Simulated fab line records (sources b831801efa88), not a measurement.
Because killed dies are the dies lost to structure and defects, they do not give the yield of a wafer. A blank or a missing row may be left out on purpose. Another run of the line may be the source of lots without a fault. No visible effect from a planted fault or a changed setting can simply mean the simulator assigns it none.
fab line records	flow gf180mcu	part 1 of 2: steps 1 to 31 of 41
record lots=5	wafers=15	last-day=34
route steps=602 shown SAB@271 SALICIDE@278 CONTACT@287
lots untouched by any fault: they come from a run of this same line in which no faults occurred
start-h: hours from the record's first day to the start of the lot's first wafer shown	wait-h: hours elapsed since this lot's preceding step	" repeats the value in the row above	L1.1+2: a single row standing in for several wafers	- no value, or no start was given	* or withheld: withheld	< > ~ a bound
route shown NAME@n: NAME is a module with steps in the file, n the number in the route of the first one	usual: mean/standard deviation taken from wafers without a fault	same: alike in all rows	chamber/n: place in a boat	sites: readings site by site	_std_site: standard deviation of those values	_edge_site: mean of outer sites minus mean of inner sites	radius-mm: how far each site lies from the wafer's centre	mask NAME#n: copy n	behind: the last tool/chamber to shape the wafer	hold: the reason the lot was held/the length of the hold in hours/how it ended	device: names the non-switching transistor (n, p or np)	end of line: tests run on the same wafers once the route is complete	a step given without rows: its recipe and nothing more	killed: dies lost to structure and defects at the first sort, not the wafer's yield	map: a wafer's dies, marking killed ones x, the rest . and places with no die _
set.NAME: setting as actually run; set.NAME@STEP: the setting as run at that earlier step	model.NAME: the simulator's own value behind a step, which no gauge read
certain route steps with their lots: each step a table, each wafer a row
services: from which hour (start-h, from the record's first day; less than 0 if before it) a tool's chamber was out of use, for how many hours, and why
## steps
# step GF_SAB_PEB_07
# recipe temp-c=withheld	time-s=*	resist=NOVOLAK
lot.wafer	tool	chamber	start-h	wait-h
L079.1+3+6	litho-track-02	0	-	-
L088.2+4+5	litho-track-02	0	-	-
L092.2+3+4	litho-track-01	0	-	-
L096.2+3+4	litho-track-02	0	-	-
L097.3+5+6	litho-track-02	0	-	-
# step GF_SAB_DEVELOP_08
# recipe develop-time-s=60	dev-temp-c=23
lot.wafer	tool	chamber	start-h	wait-h
L079.1+3+6	litho-track-02	0	383.51	0.1
L088.2+4+5	litho-track-02	0	461.54	0.1
L092.2+3+4	litho-track-01	0	499.82	0.1
L096.2+3+4	litho-track-02	0	522.69	0.1
L097.3+5+6	litho-track-02	0	537.86	0.1
# step GF_SAB_CD_MEAS_09
# recipe target-cd-nm=420
# usual cd-nm=419.9/2.6
lot.wafer	tool	chamber	start-h	wait-h	cd-nm
L079.1	cd-sem-02	-	383.66	0.1	418.4
L079.3	"	-	"	"	417.9
L079.6	"	-	"	"	419.9
L088.2	cd-sem-01	-	461.68	0.1	422.4
L088.4	"	-	"	"	424.6
L088.5	"	-	"	"	423.8
L092.2	cd-sem-01	-	499.97	0.1	418.8
L092.3	"	-	"	"	417.8
L092.4	"	-	"	"	419.2
L096.2	cd-sem-02	-	522.84	0.1	419.2
L096.3	"	-	"	"	416.3
L096.4	"	-	"	"	416.3
L097.3	cd-sem-02	-	542.35	4.5	424.9
L097.5	"	-	"	"	424.2
L097.6	"	-	"	"	425.0
# step GF_SAB_OVL_MEAS_10
# usual SAB_OVL=0.4/1.3
lot.wafer	tool	chamber	start-h	wait-h	SAB_OVL[nm]
L079.1	overlay-02	-	383.78	0.1	1.1
L079.3	"	-	"	"	1.8
L079.6	"	-	"	"	2.1
L088.2	overlay-02	-	461.79	0.1	2.1
L088.4	"	-	"	"	1.7
L088.5	"	-	"	"	0.7
L092.2	overlay-01	-	500.08	0.1	-2.0
L092.3	"	-	"	"	-1.8
L092.4	"	-	"	"	-1.8
L096.2	overlay-02	-	522.95	0.1	-0.4
L096.3	"	-	"	"	0.4
L096.4	"	-	"	"	0.0
L097.3	overlay-02	-	542.44	0.1	-0.6
L097.5	"	-	"	"	0.1
L097.6	"	-	"	"	-0.8
# step GF_SAB_ETCH_11
# recipe chemistry=C4F8/O2/Ar	mask-material=NOVOLAK	target=SiO2	target-depth-nm=55	source-w=1500	bias-w=1200	pressure-mtorr=40	c4f8-flow-sccm=withheld	O2_flow_sccm=6	Ar_flow_sccm=300	time-s=8.5
# usual oes-product-au=0.999/0.007
lot.wafer	tool	chamber	start-h	wait-h	oes-product-au	rf-hours-counter-h
L079.1	rie-diel-03	0	383.82	0.0	0.996	5
L079.3	"	1	"	"	0.998	11
L079.6	"	0	"	"	0.998	-
L088.2	rie-diel-01	1	461.82	0.0	0.997	30
L088.4	"	2	"	"	0.981	8
L088.5	"	0	"	"	0.987	-
L092.2	rie-diel-04	3	500.11	0.0	0.995	9
L092.3	"	0	"	"	1.003	4
L092.4	"	2	"	"	1.011	83
L096.2	rie-diel-01	1	522.98	0.0	1.000	32
L096.3	"	3	"	"	1.014	4
L096.4	"	0	"	"	0.995	6
L097.3	rie-diel-01	3	542.46	0.0	1.016	5
L097.5	"	0	"	"	0.995	-
L097.6	"	3	"	"	1.015	-
# step GF_SAB_WET_ETCH_12
# recipe chemistry=dHF	target-depth-nm=22	dry=n2-spin	target=SiO2	temp-c=25	dilution=100:1	time-s=440
lot.wafer	tool	chamber	start-h	wait-h
L079.1+3+6	wet-bench-03	2	383.84	0.0
L088.2+4+5	wet-bench-01	0	461.84	0.0
L092.2+3+4	wet-bench-03	3	500.13	0.0
L096.2+3+4	wet-bench-04	3	523.00	0.0
L097.3+5+6	wet-bench-01	1	542.48	0.0
# step GF_SAB_STRIP_13
# recipe chemistry=O2/N2	power-w=1400	pressure-mtorr=1500	platen-temp-c=250	o2-flow-sccm=3000	n2-flow-sccm=300	overash-fraction=0.5
# usual drypump-motor-current-A=5.9/0.49	heater-power-w=359/48	n2-flow-sccm=299.8/0.85	oes-product-au=0.709/0.0046	strip-time-to-endpoint-s=12.60/0.036
lot.wafer	tool	chamber	start-h	wait-h	drypump-motor-current-A	heater-power-w	n2-flow-sccm	oes-product-au	rf-hours-counter-h	strip-time-to-endpoint-s
L079.1	plasma-asher-04	0	383.97	0.0	5.2	400	297.7	0.706	74	12.59
L079.3	"	0	"	"	5.1	405	298.8	0.718	-	12.62
L079.6	"	0	"	"	5.1	403	298.2	0.707	-	12.63
L088.2	plasma-asher-01	0	461.97	0.0	6.4	323	300.1	0.715	81	12.58
L088.4	"	0	"	"	6.4	336	300.1	0.714	-	12.60
L088.5	"	0	"	"	6.4	315	299.8	0.716	-	12.57
L092.2	plasma-asher-02	1	500.26	0.0	5.4	370	300.6	0.711	40	12.56
L092.3	"	0	"	"	6.4	418	301.1	0.709	-	12.57
L092.4	"	1	"	"	5.4	372	298.9	0.711	-	12.55
L096.2	plasma-asher-04	0	523.13	0.0	5.1	411	299.6	0.703	9	12.63
L096.3	"	0	"	"	5.2	392	300.2	0.710	-	12.64
L096.4	"	1	"	"	5.8	277	300.3	0.707	-	12.65
L097.3	plasma-asher-02	1	542.65	0.0	5.4	363	301.1	0.705	-	12.61
L097.5	"	0	"	"	6.4	420	300.2	0.707	-	12.66
L097.6	"	1	"	"	5.4	367	299.3	0.712	-	12.63
# step GF_SALICIDE_CLEAN_00
# recipe chemistry=SC1/SC2	mix=1:4:20	temp-c=70	time-s=150
lot.wafer	tool	chamber	start-h	wait-h
L079.1+3+6	wet-bench-01	1	384.07	0.1
L088.2+4+5	wet-bench-02	1	462.07	0.1
L092.2+3+4	wet-bench-02	2	500.36	0.1
L096.2+3+4	wet-bench-01	3	523.23	0.1
L097.3+5+6	wet-bench-01	3	542.72	0.0
# step GF_SALICIDE_WET_ETCH_01
# recipe chemistry=dHF	target-depth-nm=5	dry=ipa-marangoni	target=SiO2	temp-c=25	dilution=100:1	time-s=100
lot.wafer	tool	chamber	start-h	wait-h
L079.1+3+6	wet-bench-03	1	384.12	0.0
L088.2+4+5	wet-bench-01	0	462.12	0.0
L092.2+3+4	wet-bench-02	2	500.41	0.0
L096.2+3+4	wet-bench-01	1	523.28	0.0
L097.3+5+6	wet-bench-01	1	542.77	0.0
# step GF_SALICIDE_SPUTTER_02
# recipe material=Co	target-thk-nm=10	power-w=1000	time-s=20	chamber-pressure-pa=0.4
# usual throttle-valve-pct=30.1/1.1
lot.wafer	tool	chamber	start-h	wait-h	throttle-valve-pct
L079.1	pvd-sputter-03	-	384.16	0.0	28.2
L079.3	"	-	"	"	31.3
L079.6	"	-	"	"	30.9
L088.2	pvd-sputter-02	-	462.16	0.0	32.3
L088.4	"	-	"	"	28.9
L088.5	"	-	"	"	31.1
L092.2	pvd-sputter-03	-	500.44	0.0	31.3
L092.3	"	-	"	"	28.4
L092.4	"	-	"	"	30.6
L096.2	pvd-sputter-03	-	523.32	0.0	31.0
L096.3	"	-	"	"	28.6
L096.4	"	-	"	"	30.6
L097.3	pvd-sputter-04	-	542.81	0.0	29.8
L097.5	"	-	"	"	29.6
L097.6	"	-	"	"	30.1
# step GF_SALICIDE_SPUTTER_03
# recipe material=TiN	target-thk-nm=20	power-w=6500	time-s=16.7	chamber-pressure-pa=0.4
# usual throttle-valve-pct=30.2/1.1
lot.wafer	tool	chamber	start-h	wait-h	throttle-valve-pct
L079.1	pvd-sputter-03	-	384.18	0.0	28.4
L079.3	"	-	"	"	30.8
L079.6	"	-	"	"	31.2
L088.2	pvd-sputter-02	-	462.18	0.0	32.2
L088.4	"	-	"	"	28.8
L088.5	"	-	"	"	31.2
L092.2	pvd-sputter-03	-	500.47	0.0	31.2
L092.3	"	-	"	"	28.3
L092.4	"	-	"	"	30.4
L096.2	pvd-sputter-03	-	523.35	0.0	31.1
L096.3	"	-	"	"	28.6
L096.4	"	-	"	"	30.7
L097.3	pvd-sputter-04	-	542.83	0.0	29.8
L097.5	"	-	"	"	29.5
L097.6	"	-	"	"	30.1
# step GF_SALICIDE_RS_MEAS_04
# recipe thk-meas-gauge=four-point-probe	reads=TiN_of_SALICIDE_SPUTTER_03+Co_of_SALICIDE_SPUTTER_02
# usual SALICIDE_TIN_RS=16.35/0.25
lot.wafer	tool	chamber	start-h	wait-h	SALICIDE_TIN_RS[ohm/sq]
L079.1	film-metro-01	-	384.21	0.0	16.37
L079.3	"	-	"	"	16.17
L079.6	"	-	"	"	16.11
L088.2	film-metro-01	-	462.23	0.0	16.53
L088.4	"	-	"	"	16.54
L088.5	"	-	"	"	16.12
L092.2	film-metro-01	-	500.52	0.0	16.33
L092.3	"	-	"	"	16.33
L092.4	"	-	"	"	16.68
L096.2	film-metro-02	-	523.39	0.0	16.55
L096.3	"	-	"	"	16.50
L096.4	"	-	"	"	16.83
L097.3	film-metro-02	-	542.90	0.1	16.43
L097.5	"	-	"	"	16.07
L097.6	"	-	"	"	16.45
# step GF_SALICIDE_THK_MEAS_05
# recipe thk-meas-gauge=xrf	reads=TiN_of_SALICIDE_SPUTTER_03
# usual SALICIDE_TIN_THK=19.83/0.25
lot.wafer	tool	chamber	start-h	wait-h	SALICIDE_TIN_THK[nm]
L079.1	film-metro-01	-	384.33	0.1	20.06
L079.3	"	-	"	"	20.16
L079.6	"	-	"	"	20.00
L088.2	film-metro-01	-	462.34	0.1	19.57
L088.4	"	-	"	"	19.69
L088.5	"	-	"	"	19.75
L092.2	film-metro-01	-	500.63	0.1	19.94
L092.3	"	-	"	"	19.77
L092.4	"	-	"	"	19.67
L096.2	film-metro-02	-	523.50	0.1	20.20
L096.3	"	-	"	"	20.15
L096.4	"	-	"	"	20.00
L097.3	film-metro-02	-	543.00	0.1	19.85
L097.5	"	-	"	"	19.50
L097.6	"	-	"	"	19.69
# step GF_SALICIDE_RTA_06
# recipe temp-c=530	time-s=30	ambient=N2
# usual lamp-power-pct=6.53/0.14	wafer_temp_C_max=532.4/0.77
lot.wafer	tool	chamber	start-h	wait-h	lamp-power-pct	wafer_temp_C_max
L079.1	rtp-anneal-02	0	384.39	0.1	6.66	531.5
L079.3	"	0	"	"	6.66	531.6
L079.6	"	0	"	"	6.65	532.3
L088.2	rtp-anneal-02	0	462.41	0.1	6.66	531.9
L088.4	"	0	"	"	6.65	532.0
L088.5	"	0	"	"	6.65	531.8
L092.2	rtp-anneal-02	0	500.69	0.1	6.66	532.0
L092.3	"	0	"	"	6.66	532.0
L092.4	"	0	"	"	6.64	532.6
L096.2	rtp-anneal-01	0	523.57	0.1	6.39	533.3
L096.3	"	0	"	"	6.39	534.0
L096.4	"	0	"	"	6.39	533.4
L097.3	rtp-anneal-02	0	543.07	0.1	6.65	532.6
L097.5	"	0	"	"	6.67	531.8
L097.6	"	0	"	"	6.66	531.8
# step GF_SALICIDE_WET_ETCH_07
# recipe chemistry=SPM	target-depth-nm=120	dry=n2-spin
lot.wafer	tool	chamber	start-h	wait-h
L079.1+3+6	wet-bench-01	1	384.49	0.1
L088.2+4+5	wet-bench-01	3	462.49	0.1
L092.2+3+4	wet-bench-01	0	500.78	0.1
L096.2+3+4	wet-bench-03	0	523.65	0.1
L097.3+5+6	wet-bench-01	3	543.14	0.1
# step GF_SALICIDE_RTA_08
# recipe temp-c=800	time-s=30	ambient=N2
# usual lamp-power-pct=18.0/0.37	wafer_temp_C_max=803.8/1.4
lot.wafer	tool	chamber	start-h	wait-h	lamp-power-pct	wafer_temp_C_max
L079.1	rtp-anneal-01	0	384.59	0.0	17.7	803.3
L079.3	"	0	"	"	17.7	803.6
L079.6	"	0	"	"	17.7	805.4
L088.2	rtp-anneal-01	0	462.60	0.0	17.8	804.4
L088.4	"	0	"	"	17.8	803.8
L088.5	"	0	"	"	17.7	805.7
L092.2	rtp-anneal-01	0	500.98	0.0	17.7	806.5
L092.3	"	0	"	"	17.7	805.3
L092.4	"	0	"	"	17.7	804.4
L096.2	rtp-anneal-02	0	523.85	0.0	18.5	801.9
L096.3	"	0	"	"	18.5	803.3
L096.4	"	0	"	"	18.5	801.9
L097.3	rtp-anneal-01	0	543.27	0.0	17.7	804.5
L097.5	"	0	"	"	17.7	805.9
L097.6	"	0	"	"	17.7	805.1
# step GF_CONTACT_CVD_00
# recipe material=SiO2	target-thk-nm=300	sigma-open-frac=0.3	temp-c=400	time-s=50	sih4-flow-sccm=60	pressure-mtorr=6
lot.wafer	tool	chamber	start-h	wait-h
L079.1+3+6	hdpcvd-02	2,1,1	384.69	0.1
L088.2+4+5	hdpcvd-02	0,0,2	462.68	0.1
L092.2+3+4	hdpcvd-01	1,2,1	501.07	0.1
L096.2+3+4	hdpcvd-01	1,2,1	523.94	0.1
L097.3+5+6	hdpcvd-01	2,1,0	543.33	0.1
# step GF_CONTACT_THK_MEAS_01
# recipe reads=SiO2_of_CONTACT_CVD_00
# usual CONTACT_CVD_00_THK=299.3/2.8
lot.wafer	tool	chamber	start-h	wait-h	CONTACT_CVD_00_THK[nm]
L079.1	film-metro-03	-	384.73	0.0	302.5
L079.3	"	-	"	"	300.4
L079.6	"	-	"	"	301.3
L088.2	film-metro-01	-	462.74	0.0	301.9
L088.4	"	-	"	"	303.4
L088.5	"	-	"	"	300.1
L092.2	film-metro-01	-	501.12	0.0	296.1
L092.3	"	-	"	"	301.1
L092.4	"	-	"	"	297.8
L096.2	film-metro-04	-	523.99	0.0	300.9
L096.3	"	-	"	"	303.3
L096.4	"	-	"	"	304.1
L097.3	film-metro-01	-	543.40	0.0	300.3
L097.5	"	-	"	"	301.1
L097.6	"	-	"	"	302.4
# step GF_CONTACT_CVD_02
# recipe material=SiO2	target-thk-nm=860	precursor=TEOS	temp-c=400	time-s=95.992	rf-w=600
# usual heater-power-w=689/81
lot.wafer	tool	chamber	start-h	wait-h	heater-power-w
L079.1	pecvd-04	2	384.79	0.1	700
L079.3	"	1	"	"	649
L079.6	"	2	"	"	560
L088.2	pecvd-04	1	462.79	0.0	594
L088.4	"	2	"	"	713
L088.5	"	0	"	"	532
L092.2	pecvd-03	0	501.17	0.0	724
L092.3	"	2	"	"	764
L092.4	"	1	"	"	733
L096.2	pecvd-04	2	524.04	0.0	643
L096.3	"	0	"	"	666
L096.4	"	1	"	"	546
L097.3	pecvd-01	1	543.44	0.0	883
L097.5	"	0	"	"	553
L097.6	"	1	"	"	903
# step GF_CONTACT_THK_MEAS_03
# recipe reads=SiO2_of_CONTACT_CVD_02
# usual CONTACT_CVD_02_THK=860/11
lot.wafer	tool	chamber	start-h	wait-h	CONTACT_CVD_02_THK[nm]
L079.1	film-metro-04	-	384.86	0.0	876
L079.3	"	-	"	"	869
L079.6	"	-	"	"	886
L088.2	film-metro-03	-	462.87	0.0	857
L088.4	"	-	"	"	870
L088.5	"	-	"	"	858
L092.2	film-metro-04	-	501.28	0.1	857
L092.3	"	-	"	"	835
L092.4	"	-	"	"	863
L096.2	film-metro-01	-	524.12	0.0	860
L096.3	"	-	"	"	840
L096.4	"	-	"	"	876
L097.3	film-metro-03	-	543.53	0.1	856
L097.5	"	-	"	"	868
L097.6	"	-	"	"	872
# step GF_CONTACT_CMP_04
# recipe material=SiO2	down-force-psi=4	platen-rpm=60	pad-velocity-m-s=0.94248
# usual motor-current-A=12.3/0.75	time-to-endpoint-s=111/4.9
lot.wafer	tool	chamber	start-h	wait-h	motor-current-A	time-to-endpoint-s
L079.3	cmp-02	2	384.92	0.0	12.1	111
L079.1	"	3	"	"	11.1	115
L079.6	"	3	"	"	12.1	118
L088.4	cmp-02	0	462.92	0.0	13.3	117
L088.2	"	2	"	"	11.9	108
L088.5	"	1	"	"	12.0	113
L092.3	cmp-02	3	501.33	0.0	11.8	100
L092.2	"	1	"	"	12.1	107
L092.4	"	2	"	"	12.1	111
L096.4	cmp-02	1	524.22	0.1	12.9	121
L096.2	"	2	"	"	12.0	113
L096.3	"	3	"	"	11.1	106
L097.3	cmp-02	3	543.75	0.2	11.2	106
L097.6	"	2	"	"	12.8	116
L097.5	"	3	"	"	12.3	116
# step GF_CONTACT_BOW_MEAS_05
# recipe mode=bow
# usual CONTACT_BOW=66/7.7
lot.wafer	tool	chamber	start-h	wait-h	CONTACT_BOW[um]
L079.1	film-metro-03	-	385.22	0.2	52
L079.3	"	-	"	"	63
L079.6	"	-	"	"	57
L088.2	film-metro-03	-	463.24	0.2	69
L088.4	"	-	"	"	58
L088.5	"	-	"	"	64
L092.2	film-metro-01	-	501.65	0.2	76
L092.3	"	-	"	"	56
L092.4	"	-	"	"	84
L096.2	film-metro-01	-	524.49	0.2	59
L096.3	"	-	"	"	65
L096.4	"	-	"	"	78
L097.3	film-metro-03	-	544.04	0.2	72
L097.5	"	-	"	"	59
L097.6	"	-	"	"	62
# step GF_CONTACT_DEHYDRATE_06
# recipe temp-c=200	time-s=60
lot.wafer	tool	chamber	start-h	wait-h
L079.1+3+6	litho-track-02	0	396.41	11.2
L088.2+4+5	litho-track-02	0	475.14	11.9
L092.2+3+4	litho-track-02	0	512.04	10.4
L096.2+3+4	litho-track-03	0	534.73	10.2
L097.3+5+6	litho-track-03	0	553.91	9.8
# step GF_CONTACT_HMDS_07
# recipe prime-time-s=60	prime-temp-c=120
lot.wafer	tool	chamber	start-h	wait-h
L079.1+3+6	litho-track-02	0	396.56	0.1
L088.2+4+5	litho-track-02	0	475.29	0.1
L092.2+3+4	litho-track-02	0	512.19	0.1
L096.2+3+4	litho-track-03	0	534.88	0.1
L097.3+5+6	litho-track-03	0	554.06	0.1
# step GF_CONTACT_COAT_08
# recipe resist=BARC	temp-c=withheld	time-s=withheld	spin-rpm=withheld	resist-thk-nm=withheld
lot.wafer	tool	chamber	start-h	wait-h
L079.1+3+6	litho-track-02	0	396.71	0.1
L088.2+4+5	litho-track-02	0	475.44	0.1
L092.2+3+4	litho-track-02	0	512.34	0.1
L096.2+3+4	litho-track-03	0	535.03	0.1
L097.3+5+6	litho-track-03	0	554.21	0.1
# step GF_CONTACT_COAT_09
# recipe resist=KrF	spin-rpm=withheld	resist-thk-nm=1000
lot.wafer	tool	chamber	start-h	wait-h
L079.1+3+6	litho-track-02	0	-	-
L088.2+4+5	litho-track-02	0	-	-
L092.2+3+4	litho-track-02	0	-	-
L096.2+3+4	litho-track-03	0	-	-
L097.3+5+6	litho-track-03	0	-	-
# step GF_CONTACT_SOFTBAKE_10
# recipe temp-c=130	time-s=60	resist=KrF
lot.wafer	tool	chamber	start-h	wait-h
L079.1+3+6	litho-track-02	0	-	-
L088.2+4+5	litho-track-02	0	-	-
L092.2+3+4	litho-track-02	0	-	-
L096.2+3+4	litho-track-03	0	-	-
L097.3+5+6	litho-track-03	0	-	-
# step GF_CONTACT_EXPOSE_11
# recipe mask-id=Contact	target-cd-nm=220	na=0.68	source-shape=conventional	sigma-outer=0.6	dose-mj=38
# usual stage-vel-mm-s=499.99/0.27
lot.wafer	tool	chamber	start-h	wait-h	mask	stage-vel-mm-s
L079.1	krf-scanner-02	0	-	-	Contact#0	500.05
L079.3	"	0	"	"	Contact#0	499.85
L079.6	"	0	"	"	Contact#0	499.77
L088.2	krf-scanner-02	0	-	-	Contact#0	499.64
L088.4	"	0	"	"	Contact#0	499.50
L088.5	"	0	"	"	Contact#0	500.09
L092.2	krf-scanner-01	0	-	-	Contact#0	500.31
L092.3	"	0	"	"	Contact#0	500.31
L092.4	"	0	"	"	Contact#0	499.94
L096.2	krf-scanner-01	0	-	-	Contact#0	500.22
L096.3	"	0	"	"	Contact#0	499.88
L096.4	"	0	"	"	Contact#0	500.16
L097.3	krf-scanner-02	0	-	-	Contact#0	500.37
L097.5	"	0	"	"	Contact#0	500.24
L097.6	"	0	"	"	Contact#0	500.28
# step GF_CONTACT_PEB_12
# recipe peb-temp-c=135	peb-time-s=90	resist=KrF
lot.wafer	tool	chamber	start-h	wait-h
L079.1+3+6	litho-track-03	0	-	-
L088.2+4+5	litho-track-03	0	-	-
L092.2+3+4	litho-track-02	0	-	-
L096.2+3+4	litho-track-03	0	-	-
L097.3+5+6	litho-track-03	0	-	-
# step GF_CONTACT_DEVELOP_13
# recipe develop-time-s=60	resist=KrF	dev-temp-c=21
lot.wafer	tool	chamber	start-h	wait-h
L079.1+3+6	litho-track-03	0	408.06	0.2
L088.2+4+5	litho-track-03	0	486.93	0.2
L092.2+3+4	litho-track-02	0	523.94	0.2
L096.2+3+4	litho-track-03	0	541.83	0.2
L097.3+5+6	litho-track-03	0	564.86	0.1
# step GF_CONTACT_CD_MEAS_14
# recipe target-cd-nm=220
# usual cd-nm=220.1/1.8
lot.wafer	tool	chamber	start-h	wait-h	cd-nm
L079.1	cd-sem-01	-	408.21	0.1	220.4
L079.3	"	-	"	"	222.2
L079.6	"	-	"	"	219.7
L088.2	cd-sem-01	-	487.08	0.1	217.9
L088.4	"	-	"	"	219.3
L088.5	"	-	"	"	219.5
L092.2	cd-sem-02	-	537.65	13.7	219.3
L092.3	"	-	"	"	221.1
L092.4	"	-	"	"	219.7
L096.2	cd-sem-02	-	544.42	2.6	219.9
L096.3	"	-	"	"	221.2
L096.4	"	-	"	"	222.5
L097.3	cd-sem-02	-	565.00	0.1	223.4
L097.5	"	-	"	"	223.4
L097.6	"	-	"	"	224.7
